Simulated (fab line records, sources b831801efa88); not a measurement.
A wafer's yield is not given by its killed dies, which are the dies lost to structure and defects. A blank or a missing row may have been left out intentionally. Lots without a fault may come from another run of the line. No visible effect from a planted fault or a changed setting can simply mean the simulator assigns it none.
fab line records	flow sfq_line
record lots=7	wafers=21	last_day=75
route steps=325 shown M3@122 I3@133 M4@148
lots that met no fault: taken from a fault-free run of the same line
start_h: the number of hours between the record's first day and the start of the first shown wafer of the lot	wait_h: how many hours have passed since the lot's step before this one	" the same as in the row above	L1.1+2: a row that stands for several wafers	- either no value or no given start	* or withheld: withheld	< > ~ a bound
route shown NAME@n: names a module that has steps shown in the file, with the first one's number in the route	usual: mean/standard deviation of fault-free wafers	same: alike in all rows	chamber/n: place in a boat	sites: each site's reading	_std_site: how widely they spread, as a standard deviation	_edge_site: inner sites' mean taken away from outer sites' mean	radius_mm: for every site, how far away it sits from the centre of the wafer	mask NAME#n: copy n	behind: tool/chamber where the wafer was last shaped	hold: cause of the lot's hold/its duration in hours/its outcome	device: the transistor (n, p or np) that didn't switch	end of line: at the end of the route, the tests of the same wafers	where a step has no rows: the recipe by itself	killed: count of dies lost to structure and defects at first sort (not the wafer's yield)	map: the dies of a wafer, with x for killed, . for not killed, _ for no die there
set.NAME: the setting that was run; set.NAME@STEP: the one run at that earlier step	model.NAME: the simulator's own value behind a step, which no gauge read
lots at some steps of the route; a table a step, a row a wafer
services: a tool's chamber out of use, with start hour (start_h, from the record's first day; less than 0 if before it), hours out, and reason
## steps
# step SFQ_TRILAYER_M3_LITHO_COAT_080
# recipe resist=BARC	spin_rpm=3000	resist_thk_nm=62
# step SFQ_TRILAYER_M3_LITHO_COAT_075
# recipe resist=KrF	spin_rpm=3000	resist_thk_nm=600
# step SFQ_TRILAYER_M3_LITHO_SOFTBAKE_079
# recipe temp_c=withheld	time_s=withheld	resist=KrF
# step SFQ_TRILAYER_M3_LITHO_EXPOSE_076
# recipe mask_id=M3	na=0.6	source_shape=conventional	sigma_outer=0.65	target_cd_nm=500	dose_mj=14.4
# step SFQ_TRILAYER_M3_LITHO_PEB_078
# recipe peb_temp_c=115	peb_time_s=60	resist=KrF
# step SFQ_TRILAYER_M3_LITHO_DEVELOP_077
# recipe time_s=60	resist=KrF
# step SFQ_M3_OVL_MEAS_921
# usual M3_OVL=-1/6.6
lot.wafer	tool	chamber	start_h	wait_h	M3_OVL[nm]
L927.1	overlay-01	-	699.41	0.1	8
L927.3	"	-	"	"	3
L927.6	"	-	"	"	7
L928.1	overlay-01	-	707.36	0.1	4
L928.4	"	-	"	"	18
L928.6	"	-	"	"	12
L934.4	overlay-02	-	785.35	0.1	-3
L934.5	"	-	"	"	-2
L934.6	"	-	"	"	-3
L935.1	overlay-01	-	808.23	0.1	6
L935.3	"	-	"	"	8
L935.5	"	-	"	"	6
L936.1	overlay-01	-	817.83	0.1	-4
L936.3	"	-	"	"	-6
L936.6	"	-	"	"	0
L938.1	overlay-01	-	820.23	0.1	2
L938.3	"	-	"	"	6
L938.4	"	-	"	"	9
L943.2	overlay-02	-	877.32	0.1	-11
L943.4	"	-	"	"	1
L943.5	"	-	"	"	-8
# step SFQ_TRILAYER_M3_BARC_OPEN_METAL_ETCH_100
# recipe mask_material=PR	chemistry=O2	target_depth_nm=125	target=BARC	icp_w=600	bias_w=80	pressure_mtorr=10	time_s=41.7
# step SFQ_TRILAYER_M3_ETCH_METAL_ETCH_078
# recipe target=Nb	stop_on=SiO2	mask_material=PR	chemistry=Cl2/Ar	target_depth_nm=240	icp_w=600	bias_w=80	pressure_mtorr=10	time_s=120
# usual drypump_motor_current_A=5.9/0.34	oes_product_au=0.894/0.0072
lot.wafer	tool	chamber	start_h	wait_h	drypump_motor_current_A	oes_product_au	rf_hours_counter_h
L927.1	rie_metal-03	1	699.51	0.0	5.9	0.899	29
L927.3	"	0	"	"	5.8	0.895	-
L927.6	"	1	"	"	6.0	0.898	-
L928.1	rie_metal-04	1	707.46	0.0	5.4	0.898	27
L928.4	"	1	"	"	5.4	0.902	-
L928.6	"	1	"	"	5.4	0.890	-
L934.4	rie_metal-03	0	785.47	0.1	5.8	0.892	-
L934.5	"	0	"	"	5.9	0.898	-
L934.6	"	1	"	"	5.9	0.887	-
L935.1	rie_metal-04	1	808.33	0.0	5.4	0.895	42
L935.3	"	1	"	"	5.4	0.903	-
L935.5	"	1	"	"	5.4	0.885	-
L936.1	rie_metal-03	1	817.93	0.0	6.0	0.894	50
L936.3	"	0	"	"	5.8	0.895	-
L936.6	"	0	"	"	5.9	0.892	-
L938.1	rie_metal-03	0	820.33	0.0	5.9	0.900	10
L938.3	"	0	"	"	5.8	0.885	-
L938.4	"	1	"	"	6.0	0.889	-
L943.2	rie_metal-02	0	877.41	0.0	5.6	0.901	126
L943.4	"	0	"	"	5.6	0.888	-
L943.5	"	1	"	"	6.2	0.892	-
# step SFQ_TRILAYER_M3_STRIP_STRIP_079
# recipe gas=O2	power_w=200	platen_temp_c=40	overash_fraction=0.65	chemistry=O2	pressure_mtorr=50
# usual drypump_motor_current_A=5.9/0.34	oes_product_au=0.998/0.0086
lot.wafer	tool	chamber	start_h	wait_h	drypump_motor_current_A	oes_product_au	rf_hours_counter_h
L927.1	rie_metal-03	1	699.64	0.1	6.0	1.004	29
L927.3	"	0	"	"	5.9	1.005	-
L927.6	"	1	"	"	6.0	1.001	-
L928.1	rie_metal-04	1	707.59	0.1	5.4	0.997	27
L928.4	"	1	"	"	5.4	0.996	-
L928.6	"	1	"	"	5.4	0.987	-
L934.4	rie_metal-03	0	785.75	0.2	5.8	1.016	-
L934.5	"	0	"	"	5.8	1.020	-
L934.6	"	1	"	"	6.0	1.007	-
L935.1	rie_metal-04	1	808.45	0.1	5.4	0.995	43
L935.3	"	1	"	"	5.4	0.994	-
L935.5	"	1	"	"	5.4	0.998	-
L936.1	rie_metal-03	1	818.05	0.1	5.9	0.997	50
L936.3	"	0	"	"	5.9	0.999	-
L936.6	"	0	"	"	5.8	1.000	-
L938.1	rie_metal-03	0	820.45	0.1	5.9	1.003	11
L938.3	"	0	"	"	5.8	1.002	-
L938.4	"	1	"	"	6.0	1.005	-
L943.2	rie_metal-02	0	877.53	0.1	5.6	0.980	126
L943.4	"	0	"	"	5.6	0.982	-
L943.5	"	1	"	"	6.2	0.998	-
# step SFQ_TRILAYER_M3_STRIP_SOLV_CLEAN_080
# recipe chemistry=NMP	temp_c=70	time_s=600
# step SFQ_TRILAYER_I3_DEP_PECVD_081
# recipe material=SiO2	temp_c=150	time_s=111.11	pressure_torr=2.4	rf_w=183.3	precursor=SiH4/N2O	target_thk_nm=500
# usual chamber_pressure_Torr=2.400/0.0054	heater_power_outer_w=35/12	heater_power_w=90/17	throttle_valve_pct=24.2/1.1
lot.wafer	tool	chamber	start_h	wait_h	chamber_pressure_Torr	heater_power_outer_w	heater_power_w	throttle_valve_pct
L927.1	pecvd-03	2	700.41	0.0	2.404	35	85	24.2
L927.3	"	0	"	"	2.408	45	96	22.4
L927.6	"	0	"	"	2.404	47	99	22.6
L928.1	pecvd-02	2	708.36	0.0	2.398	54	126	24.0
L928.4	"	0	"	"	2.404	46	103	22.2
L928.6	"	1	"	"	2.402	25	79	23.9
L934.4	pecvd-03	2	786.37	0.0	-	-	-	-
L934.5	"	0	"	"	-	-	-	-
L934.6	"	1	"	"	-	-	-	-
L935.1	pecvd-03	0	809.23	0.0	-	-	-	-
L935.3	"	1	"	"	-	-	-	-
L935.5	"	2	"	"	-	-	-	-
L936.1	pecvd-03	1	818.83	0.0	-	-	-	-
L936.3	"	2	"	"	-	-	-	-
L936.6	"	2	"	"	-	-	-	-
L938.1	pecvd-03	2	821.23	0.0	2.398	48	103	24.4
L938.3	"	1	"	"	2.401	18	68	25.2
L938.4	"	2	"	"	2.397	35	85	24.0
L943.2	pecvd-04	0	878.31	0.0	2.395	25	80	27.1
L943.4	"	1	"	"	2.399	46	93	25.3
L943.5	"	2	"	"	2.395	14	63	23.9
# step SFQ_TRILAYER_I3_CMP_CMP_082
# recipe material=SiO2	down_force_psi=3	platen_rpm=60	pad_velocity_m_s=0.94248
# step SFQ_I3_BOW_MEAS_922
# recipe mode=bow
# usual I3_BOW=2/8.5
lot.wafer	tool	chamber	start_h	wait_h	I3_BOW[um]
L927.1	film_metro-04	-	718.33	1.0	7
L927.3	"	-	"	"	12
L927.6	"	-	"	"	4
L928.1	film_metro-04	-	727.33	2.0	-9
L928.4	"	-	"	"	-4
L928.6	"	-	"	"	-5
L934.4	film_metro-01	-	802.55	2.6	3
L934.5	"	-	"	"	1
L934.6	"	-	"	"	-2
L935.1	film_metro-01	-	826.68	2.5	14
L935.3	"	-	"	"	11
L935.5	"	-	"	"	-2
L936.1	film_metro-03	-	835.33	1.5	11
L936.3	"	-	"	"	11
L936.6	"	-	"	"	7
L938.1	film_metro-03	-	838.68	2.0	0
L938.3	"	-	"	"	7
L938.4	"	-	"	"	7
L943.2	film_metro-01	-	904.70	1.0	1
L943.4	"	-	"	"	11
L943.5	"	-	"	"	2
# step SFQ_TRILAYER_I3_METRO_MEASURE_083
lot.wafer	tool	chamber	start_h	wait_h
L927.1+3+6	film_metro-04	-	718.45	0.1
L928.1+4+6	film_metro-04	-	727.45	0.1
L934.4+5+6	film_metro-01	-	803.21	0.6
L935.1+3+5	film_metro-01	-	826.80	0.1
L936.1+3+6	film_metro-03	-	835.45	0.1
L938.1+3+4	film_metro-03	-	838.80	0.1
L943.2+4+5	film_metro-01	-	905.00	0.3
# step SFQ_TRILAYER_I3_VIA_LITHO_COAT_090
# recipe resist=BARC	spin_rpm=3000	resist_thk_nm=62
# step SFQ_TRILAYER_I3_VIA_LITHO_COAT_085
# recipe resist=KrF	spin_rpm=3000	resist_thk_nm=650
# step SFQ_TRILAYER_I3_VIA_LITHO_SOFTBAKE_089
# recipe temp_c=withheld	time_s=withheld	resist=KrF
# step SFQ_TRILAYER_I3_VIA_LITHO_EXPOSE_086
# recipe mask_id=I3	na=0.6	source_shape=conventional	sigma_outer=0.65	target_cd_nm=500	dose_mj=21.3
# step SFQ_TRILAYER_I3_VIA_LITHO_PEB_088
# recipe peb_temp_c=115	peb_time_s=60	resist=KrF
# step SFQ_TRILAYER_I3_VIA_LITHO_DEVELOP_087
# recipe time_s=60	resist=KrF
# step SFQ_I3_OVL_MEAS_923
# usual I3_OVL=-1/4.9
lot.wafer	tool	chamber	start_h	wait_h	I3_OVL[nm]
L927.1	overlay-02	-	779.33	0.1	6
L927.3	"	-	"	"	6
L927.6	"	-	"	"	8
L928.1	overlay-01	-	792.63	0.1	2
L928.4	"	-	"	"	1
L928.6	"	-	"	"	4
L934.4	overlay-01	-	860.85	0.1	-2
L934.5	"	-	"	"	6
L934.6	"	-	"	"	4
L935.1	overlay-02	-	879.71	0.1	-1
L935.3	"	-	"	"	5
L935.5	"	-	"	"	1
L936.1	overlay-01	-	895.86	0.1	-9
L936.3	"	-	"	"	-5
L936.6	"	-	"	"	0
L938.1	overlay-02	-	900.70	0.1	-4
L938.3	"	-	"	"	-13
L938.4	"	-	"	"	-8
L943.2	overlay-02	-	970.37	0.1	-3
L943.4	"	-	"	"	-2
L943.5	"	-	"	"	10
# step SFQ_TRILAYER_I3_VIA_BARC_OPEN_VIA_ETCH_121
# recipe mask_material=PR	chemistry=O2	target_depth_nm=125	target=BARC	source_w=500	bias_w=80	pressure_mtorr=30	time_s=41.7
# usual drypump_motor_current_A=5.6/0.34	oes_product_au=0.686/0.0049
lot.wafer	tool	chamber	start_h	wait_h	drypump_motor_current_A	oes_product_au	rf_hours_counter_h
L927.1	rie_diel-03	1	779.37	0.0	5.5	0.693	17
L927.3	"	2	"	"	5.5	0.692	8
L927.6	"	3	"	"	6.2	0.682	-
L928.1	rie_diel-02	3	792.67	0.0	6.0	0.691	11
L928.4	"	2	"	"	6.0	0.677	7
L928.6	"	3	"	"	6.0	0.690	-
L934.4	rie_diel-01	1	860.87	0.0	5.1	0.693	0
L934.5	"	0	"	"	5.2	0.690	-
L934.6	"	3	"	"	5.4	0.691	-
L935.1	rie_diel-03	2	879.75	0.0	5.5	0.688	10
L935.3	"	0	"	"	6.0	0.686	5
L935.5	"	0	"	"	6.0	0.678	-
L936.1	rie_diel-02	3	895.90	0.0	6.0	0.686	13
L936.3	"	1	"	"	5.2	0.682	14
L936.6	"	0	"	"	5.7	0.695	-
L938.1	rie_diel-03	0	900.73	0.0	6.0	0.684	5
L938.3	"	2	"	"	5.5	0.688	11
L938.4	"	1	"	"	5.4	0.689	20
L943.2	rie_diel-01	1	970.40	0.0	5.1	0.677	2
L943.4	"	3	"	"	5.4	0.680	13
L943.5	"	2	"	"	5.7	0.685	-
# step SFQ_TRILAYER_I3_VIA_ETCH_VIA_ETCH_088
# recipe target=SiO2	stop_on=Nb	mask_material=PR	taper_deg=20	chemistry=CHF3	target_depth_nm=260	source_w=500	bias_w=80	pressure_mtorr=30	time_s=withheld
# usual drypump_motor_current_A=5.6/0.34	oes_product_au=0.855/0.0051
lot.wafer	tool	chamber	start_h	wait_h	drypump_motor_current_A	oes_product_au	model.etch.depth_nm
L927.1	rie_diel-03	1	779.41	0.0	5.4	0.854	199.6
L927.3	"	2	"	"	5.5	0.855	199.1
L927.6	"	3	"	"	6.2	0.853	199.9
L928.1	rie_diel-02	3	792.71	0.0	6.0	0.838	199.9
L928.4	"	2	"	"	6.0	0.851	199.8
L928.6	"	3	"	"	6.0	0.851	199.2
L934.4	rie_diel-01	1	860.91	0.0	5.2	0.375	0
L934.5	"	0	"	"	5.2	0.366	0
L934.6	"	3	"	"	5.4	0.385	0
L935.1	rie_diel-03	2	879.79	0.0	5.5	0.371	0
L935.3	"	0	"	"	6.0	0.383	0
L935.5	"	0	"	"	6.0	0.375	0
L936.1	rie_diel-02	3	895.94	0.0	6.0	0.385	0
L936.3	"	1	"	"	5.1	0.371	0
L936.6	"	0	"	"	5.7	0.375	0
L938.1	rie_diel-03	0	900.77	0.0	6.0	0.857	201.2
L938.3	"	2	"	"	5.5	0.860	200.8
L938.4	"	1	"	"	5.4	0.859	199.6
L943.2	rie_diel-01	1	970.44	0.0	5.2	0.859	201.2
L943.4	"	3	"	"	5.4	0.855	201.4
L943.5	"	2	"	"	5.6	0.855	200.6
# step SFQ_TRILAYER_I3_VIA_STRIP_STRIP_089
# recipe gas=O2	power_w=200	platen_temp_c=40	overash_fraction=0.65	chemistry=O2	pressure_mtorr=50
# usual drypump_motor_current_A=5.87/0.2	oes_product_au=0.995/0.0088
lot.wafer	tool	chamber	start_h	wait_h	drypump_motor_current_A	oes_product_au	rf_hours_counter_h
L927.1	rie_metal-01	1	779.52	-	5.87	0.983	118
L927.3	"	0	"	"	5.74	0.996	-
L927.6	"	1	"	"	5.85	0.980	-
L928.1	rie_metal-01	1	792.82	-	5.82	0.981	121
L928.4	"	0	"	"	5.76	0.998	-
L928.6	"	1	"	"	5.84	0.975	-
L934.4	rie_metal-02	0	861.22	-	5.61	0.996	-
L934.5	"	1	"	"	6.23	0.997	-
L934.6	"	0	"	"	5.63	0.985	-
L935.1	rie_metal-03	1	879.90	-	5.97	0.991	63
L935.3	"	0	"	"	5.89	1.001	-
L935.5	"	1	"	"	5.95	1.021	-
L936.1	rie_metal-02	0	896.05	-	5.61	0.993	129
L936.3	"	0	"	"	5.63	0.998	-
L936.6	"	0	"	"	5.62	0.997	-
L938.1	rie_metal-02	0	900.88	-	5.63	0.992	130
L938.3	"	1	"	"	6.23	0.991	-
L938.4	"	0	"	"	5.62	0.991	-
L943.2	rie_metal-01	1	970.55	-	5.84	0.979	151
L943.4	"	0	"	"	5.77	1.002	-
L943.5	"	1	"	"	5.86	0.979	-
# step SFQ_TRILAYER_I3_VIA_STRIP_SOLV_CLEAN_090
# recipe chemistry=NMP	temp_c=70	time_s=600
# step SFQ_TRILAYER_M4_DEP_PRE_CLEAN_092
# recipe gas=Ar	time_s=22.5	bias_v=250
# step SFQ_TRILAYER_M4_DEP_SPUTTER_091
# recipe material=Nb	base_pressure_pa=1.33e-06	chamber_pressure_pa=0.1333	substrate_temp_c=20	resputter_cathode_voltage_v=400	target_thk_nm=200	power_w=2000	time_s=133.3
# usual throttle_valve_pct=30.1/0.67
lot.wafer	tool	chamber	start_h	wait_h	throttle_valve_pct
L927.1	pvd_sputter-05	-	780.50	0.0	29.9
L927.3	"	-	"	"	30.0
L927.6	"	-	"	"	31.1
L928.1	pvd_sputter-05	-	793.63	0.0	29.8
L928.4	"	-	"	"	30.0
L928.6	"	-	"	"	31.0
L934.4	pvd_sputter-03	-	861.83	0.0	29.9
L934.5	"	-	"	"	29.8
L934.6	"	-	"	"	28.7
L935.1	pvd_sputter-05	-	880.70	0.0	29.9
L935.3	"	-	"	"	30.8
L935.5	"	-	"	"	30.2
L936.1	pvd_sputter-05	-	896.85	0.0	30.2
L936.3	"	-	"	"	30.8
L936.6	"	-	"	"	30.9
L938.1	pvd_sputter-05	-	901.69	0.0	31.1
L938.3	"	-	"	"	31.1
L938.4	"	-	"	"	30.2
L943.2	pvd_sputter-05	-	971.35	0.0	30.7
L943.4	"	-	"	"	31.1
L943.5	"	-	"	"	30.9
# step SFQ_M4_RS_MEAS_924
# recipe thk_meas_gauge=four-point-probe	reads=Nb_of_TRILAYER_M4_DEP_SPUTTER_091
# usual M4_NB_RS=0.892/0.011
lot.wafer	tool	chamber	start_h	wait_h	M4_NB_RS[ohm/sq]
L927.1	film_metro-03	-	780.59	0.0	0.890
L927.3	"	-	"	"	0.892
L927.6	"	-	"	"	0.906
L928.1	film_metro-02	-	793.72	0.0	0.908
L928.4	"	-	"	"	0.905
L928.6	"	-	"	"	0.906
L934.4	film_metro-03	-	861.98	0.1	0.877
L934.5	"	-	"	"	0.884
L934.6	"	-	"	"	0.885
L935.1	film_metro-02	-	880.79	0.0	0.885
L935.3	"	-	"	"	0.890
L935.5	"	-	"	"	0.873
L936.1	film_metro-03	-	896.94	0.0	0.894
L936.3	"	-	"	"	0.901
L936.6	"	-	"	"	0.902
L938.1	film_metro-01	-	901.78	0.0	0.901
L938.3	"	-	"	"	0.899
L938.4	"	-	"	"	0.889
L943.2	film_metro-02	-	971.46	0.1	0.906
L943.4	"	-	"	"	0.900
L943.5	"	-	"	"	0.898
# step SFQ_TRILAYER_M4_LITHO_COAT_098
# recipe resist=BARC	spin_rpm=3000	resist_thk_nm=62
# step SFQ_TRILAYER_M4_LITHO_COAT_093
# recipe resist=KrF	spin_rpm=3000	resist_thk_nm=600
# step SFQ_TRILAYER_M4_LITHO_SOFTBAKE_097
# recipe temp_c=withheld	time_s=withheld	resist=KrF
# step SFQ_TRILAYER_M4_LITHO_EXPOSE_094
# recipe mask_id=M4	na=0.6	source_shape=conventional	sigma_outer=0.65	target_cd_nm=500	dose_mj=14.4
# usual exposure_dose_mJ_cm2=14.398/0.014	focus_offset_nm=0.1/0.53
lot.wafer	tool	chamber	start_h	wait_h	mask	exposure_dose_mJ_cm2	focus_offset_nm
L927.1	krf_scanner-01	0	833.13	-	M4#0	14.418	0.6
L927.3	"	0	"	"	M4#0	14.423	-0.3
L927.6	"	0	"	"	M4#0	14.373	-0.5
L928.1	krf_scanner-01	0	846.33	-	M4#0	14.400	-0.3
L928.4	"	0	"	"	M4#0	14.389	-0.8
L928.6	"	0	"	"	M4#0	14.394	-1.3
L934.4	krf_scanner-01	-	922.56	-	M4#0	-	-
L934.5	"	-	"	"	M4#0	-	-
L934.6	"	-	"	"	M4#0	-	-
L935.1	krf_scanner-01	-	941.16	-	M4#0	-	-
L935.3	"	-	"	"	M4#0	-	-
L935.5	"	-	"	"	M4#0	-	-
L936.1	krf_scanner-01	-	955.56	-	M4#0	-	-
L936.3	"	-	"	"	M4#0	-	-
L936.6	"	-	"	"	M4#0	-	-
L938.1	krf_scanner-01	0	960.36	-	M4#0	14.416	0.4
L938.3	"	0	"	"	M4#0	14.402	0.8
L938.4	"	0	"	"	M4#0	14.396	0.3
L943.2	krf_scanner-01	0	1039.95	-	M4#0	14.390	1.0
L943.4	"	0	"	"	M4#0	14.394	0.7
L943.5	"	0	"	"	M4#0	14.402	0.3
# step SFQ_TRILAYER_M4_LITHO_PEB_096
# recipe peb_temp_c=115	peb_time_s=60	resist=KrF
## services
tool	chamber	start_h	hours	kind
krf_scanner-01	-	683.71	1.0	pm
rie_diel-03	3	686.55	18.3	repair
rie_diel-03	1	686.80	5.1	repair
pecvd-03	-	692.83	1.3	repair
krf_scanner-01	-	701.51	0.8	pm
krf_scanner-01	-	720.26	3.6	pm
rie_metal-03	1	735.50	4.4	repair
krf_scanner-01	-	751.42	4.4	pm
krf_scanner-01	-	756.06	5.0	repair
pvd_sputter-05	-	757.01	7.8	repair
pvd_sputter-05	-	764.06	9.4	repair
krf_scanner-01	-	785.03	1.3	pm
rie_diel-03	3	830.64	19.1	repair
krf_scanner-01	-	852.33	1.0	pm
rie_diel-03	3	861.21	1.3	repair
krf_scanner-01	-	864.97	0.5	repair
krf_scanner-01	-	881.42	8.1	repair
pvd_sputter-05	-	925.71	0.5	repair
rie_metal-03	-	945.08	13.5	repair
krf_scanner-01	-	961.56	1.3	pm
pvd_sputter-05	-	980.38	0.8	repair
rie_diel-03	2	995.35	9.3	repair
rie_diel-03	1	1000.67	7.4	repair
krf_scanner-01	-	1021.20	1.0	pm
## key
first_sign step=SFQ_TRILAYER_I3_DEP_PECVD_081	reading=tool_record	direction=missing
effect step=SFQ_TRILAYER_I3_VIA_ETCH_VIA_ETCH_088	reading=oes_product_au	direction=down	sigmas=94	usual=0.855	struck=0.376
effect step=SFQ_TRILAYER_M4_LITHO_EXPOSE_094	reading=tool_record	direction=missing
model_effect step=SFQ_TRILAYER_I3_VIA_ETCH_VIA_ETCH_088	value=etch.depth_nm	without=201.2	struck=0
met_at SFQ_TRILAYER_I3_DEP_PECVD_081
struck_wafers L934.4,L934.5,L934.6,L935.1,L935.3,L935.5,L936.1,L936.3,L936.6
onset_between 700.41 786.37
fault kind=skipped_step_whole	tool=pecvd-03	chamber=-	onset_h=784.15	steps=SFQ_TRILAYER_I3_DEP_PECVD_081	scope=struck_lots_only
